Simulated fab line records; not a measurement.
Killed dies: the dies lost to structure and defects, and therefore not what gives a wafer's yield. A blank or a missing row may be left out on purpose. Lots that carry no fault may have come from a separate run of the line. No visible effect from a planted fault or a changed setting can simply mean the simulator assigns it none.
Struck lot and sound lot, side by side || flow sky130 || 18 out of 708 route steps
Sound: wafers L280.2, L280.4, L280.5. The struck wafers were L285.1, L285.4, L285.5. The cause is given at the end.
At each step with rows: each side's tool, then ch and its chambers, then its first start. Under that, the readings that differ: sound wafers || struck wafers || difference of the means || sigmas: that difference in standard deviations of wafers without a fault.
alike: a reading whose means differ by less than 2 such deviations, as well as words and numbers matching on both sides. not compared: withheld readings; readings where some wafer has no value; bounds like >300 that might hide an equal value; numbers whose values overlap and for which the record gives no deviation.
The two part at a step that has a row with sigmas, a row that says differs or no value, or rows on one side only. Non-overlapping numbers with no deviation appear without sigmas and do not part them. Lack of a reading on every wafer of one side parts them only where that side has two or more wafers.

first, 1 step without rows for these wafers: SKY_NWELL_DEVELOP_22 (develop time 60 s).
SKY_NWELL_OVL_MEAS_23:
  sound on overlay-02 at day 5 05:31; struck on overlay-02 at day 6 13:58
  alike: NWELL_01_OVL
next, for these wafers, 1 step has no rows: SKY_NWELL_IMPLANT_24.
SKY_NWELL_STRIP_25: strips in O2/N2.
  sound on plasma asher-03 ch 0,1, day 5 05:41; struck on plasma asher-02 ch 0,1, day 6 14:10
  alike: drypump motor current A, oes product au, strip time to endpoint s
  not compared: rf hours counter h
SKY_NWELL_TW_MEAS_26:
  sound on film metro-04 at day 5 05:48; struck on film metro-03 at day 6 14:16
  alike: NWELL_2_TW
then, 1 step without rows for these wafers: SKY_NWELL_CLEAN_27 (cleans in SC1/SC2, time 150 s).
SKY_NWELL_RTA_28: time 30 s.
  sound on rtp anneal-02 ch 0, day 5 05:55; struck on rtp anneal-02 ch 0, day 6 14:22
  alike: chamber o2 ppm, lamp power pct, wafer_temp_C_max
SKY_NWELL_RS_MEAS_29: measures by four-point-probe.
  sound on film metro-02 at day 5 06:01; struck on film metro-04 at day 6 14:28
  alike: NWELL_RS
SKY_NWELL_RS_MEAS_31: measures by four-point-probe.
  sound on film metro-02 at day 5 06:16; struck on film metro-04 at day 6 14:43
  alike: PWDE_RS
then, 2 steps without rows for these wafers: SKY_VT_ADJUST_HVTP_DEHYDRATE_00 (time 60 s); SKY_VT_ADJUST_HVTP_HMDS_01 (prime time 60 s).
SKY_VT_ADJUST_HVTP_COAT_02: resist thk 1140 nm.
  sound on litho track-01 ch 0, day 5 15:09; struck on litho track-03 ch 0, day 6 23:34
{"reading": "chill plate temp C (C)", "sound": "22.89 22.85 22.84", "struck": "23.23 23.09 23.18", "difference": "+0.31", "sigmas": "+3"}
{"reading": "spin speed rpm (rpm)", "sound": "3002.5 2999.3 3003.1", "struck": "2950.3 2948.3 2951.5", "difference": -51.6, "sigmas": -27}
  alike: resist line temp C
  not compared: model.NOVOLAK_of_VT_ADJUST_HVTP_COAT_02.thk nm
then, 3 steps without rows for these wafers: SKY_VT_ADJUST_HVTP_SOFTBAKE_03 (time 60 s); SKY_VT_ADJUST_HVTP_EXPOSE_04 (exposes mask HVTPM, target cd 380 nm); SKY_VT_ADJUST_HVTP_PEB_05.
SKY_VT_ADJUST_HVTP_DEVELOP_06: develop time 60 s.
  sound on litho track-03 ch 0, day 5 23:33; struck on litho track-03 ch 0, day 7 09:22
  alike: chill plate temp C, resist line temp C
  not compared: model.NOVOLAK_of_VT_ADJUST_HVTP_COAT_02.thk nm
SKY_VT_ADJUST_HVTP_CD_MEAS_07: target cd 380 nm.
  sound on cd sem-01 at day 5 23:41; struck on cd sem-01 at day 7 09:31
  alike: cd nm
-- record jumps: 40 days separate the struck wafers' starts on either side; left off in module VT_ADJUST_HVTP, taken up again in module PAD_OPEN, whose first shown step is the route's number 708 --
SKY_PAD_OPEN_PROBE_99:
  only the struck wafers here have rows in the record (prober-01, day 47 01:11); the sound ones have none

## WHERE THEY PART
Last at SKY_PAD_OPEN_PROBE_99 as far as this record goes, first at SKY_VT_ADJUST_HVTP_COAT_02.

WHY: the cause the simulator had injected
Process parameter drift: litho track-03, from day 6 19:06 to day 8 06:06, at SKY_VT_ADJUST_HVTP_COAT_02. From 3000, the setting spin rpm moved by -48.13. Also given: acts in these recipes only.
